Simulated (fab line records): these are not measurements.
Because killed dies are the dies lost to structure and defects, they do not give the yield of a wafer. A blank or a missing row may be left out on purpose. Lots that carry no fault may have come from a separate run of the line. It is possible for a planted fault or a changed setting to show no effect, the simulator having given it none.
fab line records	flow sky130
[record] lots = 10	wafers = 30	last-day = 50
route steps=708 shown METAL1@452 VIA1@482 METAL2@483
lots with no fault: from the same line, run without faults
start-h: hours from the record's first day to the start of the lot's first wafer shown	wait-h: hours since the lot's step before	" identical to the entry in the row above	L1.1+2: a single row standing in for several wafers	- no value, or no start given	* or withheld: withheld	< > ~ a bound
route shown NAME@n: a module of which the file shows steps, and the number in the route of the first	usual: the fault-free wafers' mean and standard deviation	same: alike in all rows	chamber/n: place in a boat	sites: each site's reading	_std_site: standard deviation of those values	_edge_site: the outer-site mean with the inner-site mean subtracted	radius-mm: how far each site lies from the wafer's centre	mask NAME#n: copy n	behind: tool/chamber where the wafer was last shaped	hold: cause of the lot's hold/its duration in hours/its outcome	device: transistor that didn't switch, given as n, p or np	end of line: the tests these same wafers got at the end of their route	step lacking rows: just its recipe	killed: dies that structure and defects cost at the first sort, which is not the same as the wafer's yield	map: per-die view of a wafer (x killed, . not killed, _ where there is no die)
set.NAME: the run value of the setting; set.NAME@STEP: its run value at that earlier step	model.NAME: the simulator's own value behind a step, which no gauge read
the route's steps for a sample of lots (tables are steps, rows are wafers)
services: the hour from which a tool's chamber was out of use, counted from the record's first day as start-h (under 0 if before that day), plus the number of hours and why
[[steps]]
[step SKY_METAL1_ETCH_18]
[recipe] chemistry = N2/H2	target = BARC	ion-energy-ev = 200	bias-w = 100	pressure-mtorr = 30	n2-flow-sccm = 100	h2-flow-sccm = 200	icp-w = 500	stop-on = SiO2	time-s = 45.9	target-depth-a = 600
[usual] bias-w = 100.00/0.28	drypump-motor-current-A = 5.5/0.54	oes-product-au = 0.854/0.0047	throttle-valve-pct = 13.225/0.0092
[same] time-s = 45.9
lot.wafer	tool	chamber	start-h	wait-h	bias-w	drypump-motor-current-A	oes-product-au	rf-hours-counter-h	throttle-valve-pct
L831.2	rie-metal-01	1	781.20	0.0	99.94	5.3	0.860	9.1	13.217
L831.5	"	0	"	"	100.04	4.9	0.858	-	13.215
L831.6	"	1	"	"	100.12	5.3	0.851	-	13.240
L835.3	rie-metal-01	0	815.86	0.0	100.20	4.9	0.855	-	13.234
L835.5	"	1	"	"	100.33	5.3	0.852	-	13.229
L835.6	"	0	"	"	100.30	4.9	0.850	-	13.218
L836.1	rie-metal-03	1	825.80	0.0	99.74	6.4	0.863	6.4	13.227
L836.2	"	0	"	"	100.21	5.5	0.857	10.0	13.218
L836.5	"	1	"	"	99.82	6.4	0.855	-	13.233
L841.1	rie-metal-03	1	854.35	0.0	100.39	6.5	0.861	7.5	13.227
L841.4	"	1	"	"	100.19	6.4	0.851	-	13.219
L841.6	"	1	"	"	99.99	6.4	0.851	-	13.226
L843.2	rie-metal-03	0	867.40	0.0	100.22	5.5	0.852	11.3	13.217
L843.3	"	1	"	"	99.42	6.4	0.851	-	13.214
L843.5	"	0	"	"	100.19	5.5	0.852	-	13.245
L845.1	rie-metal-04	1	883.85	0.0	100.17	5.7	0.850	4.4	13.226
L845.4	"	1	"	"	100.10	5.7	0.847	-	13.229
L845.5	"	1	"	"	99.64	5.7	0.847	-	13.203
L846.1	rie-metal-04	0	886.94	0.0	100.27	5.1	0.853	9.8	13.208
L846.2	"	1	"	"	100.01	5.7	0.862	4.6	13.223
L846.4	"	0	"	"	100.04	5.1	0.855	-	13.242
L850.1	rie-metal-01	1	916.09	0.0	99.52	5.4	0.853	14.8	13.240
L850.4	"	0	"	"	100.26	4.9	0.859	-	13.216
L850.5	"	1	"	"	99.67	5.4	0.852	-	13.231
L851.2	rie-metal-04	1	924.29	0.0	100.17	5.7	0.848	6.6	13.241
L851.3	"	0	"	"	99.81	5.1	0.849	-	13.231
L851.4	"	1	"	"	100.15	5.7	0.848	-	13.217
L852.1	rie-metal-01	1	926.00	0.0	100.15	5.4	0.853	15.4	13.222
L852.3	"	0	"	"	99.98	4.9	0.858	-	13.231
L852.4	"	1	"	"	100.06	5.4	0.853	-	13.214
[step SKY_VIA1_CMP_24]
[recipe] stop-on = SiO2	t-overpolish-s = 15	down-force-psi = 3.5	platen-rpm = 60	target-thk-nm = 0	pad-velocity-m-s = 0.94248
[usual] head-pressure-psi = 3.500/0.0081	motor-current-A = 10.4/1	overpolish-run-s = 14.999/0.0086	slurry-flow-ml-min = 150.0/0.48	time-to-endpoint-s = 64.8/2.8
lot.wafer	tool	chamber	start-h	wait-h	head-pressure-psi	motor-current-A	overpolish-run-s	slurry-flow-ml-min	time-to-endpoint-s
L831.2	cmp-01	2	810.17	0.2	3.506	10.4	14.994	149.4	63.0
L831.6	"	3	"	"	3.493	11.9	14.999	149.6	62.9
L831.5	"	0	"	"	3.507	12.1	15.012	148.5	61.1
L835.3	cmp-01	2	844.34	0.1	3.485	9.2	14.990	150.3	60.4
L835.5	"	1	"	"	3.511	8.6	15.013	150.1	66.6
L835.6	"	2	"	"	3.497	9.4	14.998	150.0	64.3
L836.2	cmp-01	3	853.42	0.1	3.494	11.8	14.997	149.9	69.8
L836.1	"	2	"	"	3.502	10.4	15.017	150.0	68.0
L836.5	"	0	"	"	3.494	11.8	15.008	150.0	65.2
L841.4	cmp-02	2	882.92	0.0	3.495	9.3	15.012	150.0	62.6
L841.1	"	0	"	"	3.495	10.0	15.007	150.4	63.8
L841.6	"	2	"	"	3.504	9.4	14.999	149.4	65.4
L843.2	cmp-02	0	894.80	0.1	3.500	10.2	15.001	149.7	62.7
L843.3	"	1	"	"	3.489	10.6	14.998	150.7	63.0
L843.5	"	3	"	"	3.504	10.7	15.003	149.6	60.6
L845.4	cmp-02	1	911.70	0.0	3.506	10.9	15.004	150.9	65.1
L845.1	"	3	"	"	3.496	10.6	14.984	149.6	68.1
L845.5	"	1	"	"	3.520	10.4	14.990	151.1	63.6
L846.2	cmp-02	3	913.87	0.0	3.509	11.3	15.011	149.9	66.6
L846.1	"	0	"	"	3.507	11.0	14.987	149.9	68.8
L846.4	"	1	"	"	3.498	10.8	14.999	150.3	67.2
L850.4	cmp-02	1	943.40	0.0	3.503	9.9	15.002	149.8	66.6
L850.1	"	0	"	"	3.493	10.1	14.994	149.6	64.9
L850.5	"	2	"	"	3.495	9.3	15.014	149.6	66.8
L851.4	cmp-02	0	951.02	0.0	3.493	10.1	14.988	149.1	64.5
L851.3	"	1	"	"	3.489	10.8	15.007	149.8	67.5
L851.2	"	2	"	"	3.512	9.4	15.005	150.1	65.3
L852.3	cmp-02	1	952.62	0.0	3.500	10.4	15.013	150.9	67.2
L852.1	"	2	"	"	3.491	8.9	14.995	149.3	65.6
L852.4	"	0	"	"	3.490	10.3	14.993	150.2	66.0
[step SKY_METAL2_SPUTTER_00]
[recipe] material = Ti	target-thk-nm = 15	power-w = 3000	time-s = 10	chamber-pressure-pa = 0.386
[usual] throttle-valve-pct = 29.8/0.94
[same] time-s = 10
lot.wafer	tool	chamber	start-h	wait-h	throttle-valve-pct
L831.2	pvd-sputter-02	-	810.32	0.1	29.7
L831.5	"	-	"	"	29.9
L831.6	"	-	"	"	30.0
L835.3	pvd-sputter-04	-	844.59	0.2	29.9
L835.5	"	-	"	"	30.1
L835.6	"	-	"	"	29.2
L836.1	pvd-sputter-04	-	853.72	0.1	29.4
L836.2	"	-	"	"	29.9
L836.5	"	-	"	"	29.3
L841.1	pvd-sputter-04	-	883.22	0.1	29.8
L841.4	"	-	"	"	29.5
L841.6	"	-	"	"	29.2
L843.2	pvd-sputter-02	-	895.00	0.1	30.8
L843.3	"	-	"	"	30.2
L843.5	"	-	"	"	30.2
L845.1	pvd-sputter-04	-	912.00	0.1	29.9
L845.4	"	-	"	"	29.2
L845.5	"	-	"	"	29.2
L846.1	pvd-sputter-04	-	914.17	0.2	29.1
L846.2	"	-	"	"	29.2
L846.4	"	-	"	"	30.3
L850.1	pvd-sputter-01	-	943.70	0.1	31.9
L850.4	"	-	"	"	29.6
L850.5	"	-	"	"	32.3
L851.2	pvd-sputter-04	-	951.32	0.1	29.9
L851.3	"	-	"	"	30.6
L851.4	"	-	"	"	30.6
L852.1	pvd-sputter-02	-	952.92	0.2	28.7
L852.3	"	-	"	"	29.7
L852.4	"	-	"	"	30.3
[step SKY_METAL2_METAL_ETCH_19]
[recipe] target-depth-a = 3600	stop-on = SiO2	over-etch-frac = 0.3	time-s = 78	chemistry = Cl2/BCl3	resist-sidewall-deg = 88	pressure-mtorr = 10	icp-w = 900	bias-w = 48.5	Cl2_flow_sccm = 60	bcl3-flow-sccm = 30
[usual] bias-w = 48.47/0.14	drypump-motor-current-A = 5.7/0.44	oes-product-au = 0.855/0.0056	throttle-valve-pct = 22.264/0.0086
[same] time-s = 78
lot.wafer	tool	chamber	start-h	wait-h	bias-w	drypump-motor-current-A	oes-product-au	rf-hours-counter-h	throttle-valve-pct
L831.2	rie-metal-04	1	836.82	0.0	48.32	5.7	0.846	3	22.243
L831.5	"	0	"	"	48.55	5.1	0.862	-	22.257
L831.6	"	1	"	"	48.19	5.7	0.859	-	22.279
L835.3	rie-metal-04	0	871.58	0.1	59.39	5.1	0.856	-	22.249
L835.5	"	0	"	"	59.37	5.1	0.849	-	22.258
L835.6	"	1	"	"	48.63	5.7	0.852	-	22.268
L836.1	rie-metal-04	0	879.96	0.0	59.19	5.1	0.845	10	22.272
L836.2	"	1	"	"	48.35	5.7	0.848	4	22.255
L836.5	"	1	"	"	48.52	5.7	0.847	-	22.254
L841.1	rie-metal-03	1	908.06	0.0	48.59	6.5	0.855	9	22.262
L841.4	"	1	"	"	48.55	6.4	0.856	-	22.268
L841.6	"	1	"	"	48.69	6.4	0.861	-	22.259
L843.2	rie-metal-02	1	919.81	0.0	48.59	5.8	0.859	6	22.263
L843.3	"	0	"	"	48.56	6.2	0.854	-	22.252
L843.5	"	0	"	"	48.76	6.2	0.854	-	22.269
L845.1	rie-metal-04	0	937.39	0.0	48.67	5.1	0.852	13	22.273
L845.4	"	1	"	"	48.65	5.7	0.864	-	22.258
L845.5	"	0	"	"	48.80	5.1	0.860	-	22.249
L846.1	rie-metal-04	1	938.87	0.0	48.36	5.7	0.852	8	22.260
L846.2	"	0	"	"	48.21	5.1	0.847	13	22.266
L846.4	"	0	"	"	48.54	5.1	0.842	-	22.261
L850.1	rie-metal-02	1	969.00	0.0	48.62	5.8	0.856	9	22.264
L850.4	"	0	"	"	48.47	6.2	0.859	-	22.263
L850.5	"	0	"	"	48.51	6.2	0.848	-	22.250
L851.2	rie-metal-02	1	976.10	0.0	48.63	5.8	0.855	10	22.271
L851.3	"	0	"	"	48.66	6.2	0.847	-	22.286
L851.4	"	1	"	"	48.61	5.7	0.850	-	22.270
L852.1	rie-metal-04	0	978.01	0.0	48.49	5.1	0.857	15	22.271
L852.3	"	1	"	"	48.56	5.7	0.858	-	22.258
L852.4	"	0	"	"	48.59	5.1	0.857	-	22.269
[step SKY_METAL2_STRIP_20]
[recipe] chemistry = O2/N2	power-w = 1400	pressure-mtorr = 1500	platen-temp-c = withheld	o2-flow-sccm = 3000	n2-flow-sccm = 300	overash-fraction = 0.5
[usual] drypump-motor-current-A = 5.3/0.51	oes-product-au = 0.343/0.0043	strip-time-to-endpoint-s = 2.70/0.038
lot.wafer	tool	chamber	start-h	wait-h	drypump-motor-current-A	oes-product-au	rf-hours-counter-h	strip-time-to-endpoint-s
L831.2	plasma-asher-01	1	836.91	0.1	5.5	0.348	37	2.77
L831.5	"	1	"	"	5.5	0.352	-	2.73
L831.6	"	0	"	"	4.9	0.342	-	2.75
L835.3	plasma-asher-02	1	871.67	0.1	5.8	0.333	-	2.46
L835.5	"	1	"	"	5.8	0.338	-	2.48
L835.6	"	0	"	"	6.2	0.346	-	2.70
L836.1	plasma-asher-01	1	880.05	0.1	5.5	0.337	42	2.54
L836.2	"	0	"	"	4.9	0.344	42	2.79
L836.5	"	1	"	"	5.5	0.348	-	2.74
L841.1	plasma-asher-03	1	908.15	0.1	4.7	0.345	80	2.65
L841.4	"	1	"	"	4.7	0.336	-	2.62
L841.6	"	0	"	"	5.7	0.333	-	2.64
L843.2	plasma-asher-03	1	919.90	0.1	4.7	0.339	81	2.66
L843.3	"	0	"	"	5.7	0.336	-	2.66
L843.5	"	0	"	"	5.7	0.341	-	2.64
L845.1	plasma-asher-01	0	937.48	0.1	4.9	0.339	48	2.70
L845.4	"	0	"	"	4.9	0.351	-	2.71
L845.5	"	1	"	"	5.5	0.342	-	2.73
L846.1	plasma-asher-02	1	938.96	0.1	5.8	0.346	23	2.75
L846.2	"	0	"	"	6.2	0.342	23	2.73
L846.4	"	1	"	"	5.8	0.336	-	2.77
L850.1	plasma-asher-03	0	969.09	0.1	5.7	0.336	86	2.68
L850.4	"	0	"	"	5.7	0.335	-	2.70
L850.5	"	0	"	"	5.7	0.345	-	2.71
L851.2	plasma-asher-03	0	976.19	0.1	5.7	0.338	87	2.69
L851.3	"	1	"	"	4.7	0.341	-	2.67
L851.4	"	0	"	"	5.7	0.344	-	2.63
L852.1	plasma-asher-01	0	978.10	0.1	4.9	0.345	52	2.69
L852.3	"	1	"	"	5.5	0.350	-	2.74
L852.4	"	0	"	"	4.9	0.342	-	2.73
[[services]]
tool	chamber	start-h	hours	kind
rie-metal-02	-	768.36	0.3	repair
plasma-asher-01	-	769.67	47.9	repair
cmp-02	-	779.88	1.1	repair
rie-metal-03	-	786.36	11.2	repair
plasma-asher-03	-	790.26	19.0	repair
rie-metal-04	0	801.66	11.3	repair
plasma-asher-01	-	804.78	1.5	repair
cmp-01	-	814.12	0.2	repair
rie-metal-02	-	824.98	2.8	pm
rie-metal-01	-	827.76	0.4	repair
rie-metal-02	-	831.19	0.7	repair
pvd-sputter-02	-	837.70	4.5	repair
cmp-02	-	839.24	5.7	repair
cmp-01	-	839.24	0.8	repair
pvd-sputter-02	-	839.46	16.7	repair
cmp-01	-	848.31	5.1	repair
cmp-02	-	853.48	6.2	pm
plasma-asher-01	-	866.85	5.1	repair
plasma-asher-01	-	913.97	2.1	repair
rie-metal-03	-	916.14	14.6	pm
cmp-02	-	945.85	0.9	repair
pvd-sputter-04	-	957.61	5.4	repair
plasma-asher-03	-	964.60	3.2	repair
cmp-02	-	966.06	0.7	repair
[[key]]
[first-sign] step = SKY_METAL2_METAL_ETCH_19	reading = bias-w	direction = up	sigmas = 75	usual = 48.47	struck = 59.32
[effect] step = SKY_METAL2_STRIP_20	reading = strip-time-to-endpoint-s	direction = down	sigmas = 5.6	usual = *	struck = *
met-at SKY_METAL2_METAL_ETCH_19
struck-lots L835,L836
struck-wafers L835.3,L835.5,L836.1
not-acting-at SKY_METAL1_ETCH_18,SKY_VIA1_CMP_24,SKY_METAL2_SPUTTER_00
onset-between 836.82 871.58
[fault] kind = process-parameter-drift	tool = rie-metal-04	chamber = 0	onset-h = 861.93	steps = SKY_METAL2_METAL_ETCH_19	channel = bias-w	offset = 10.974	shape = step	end-h = 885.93	acts-in = these-recipes-only	stated = 48.5
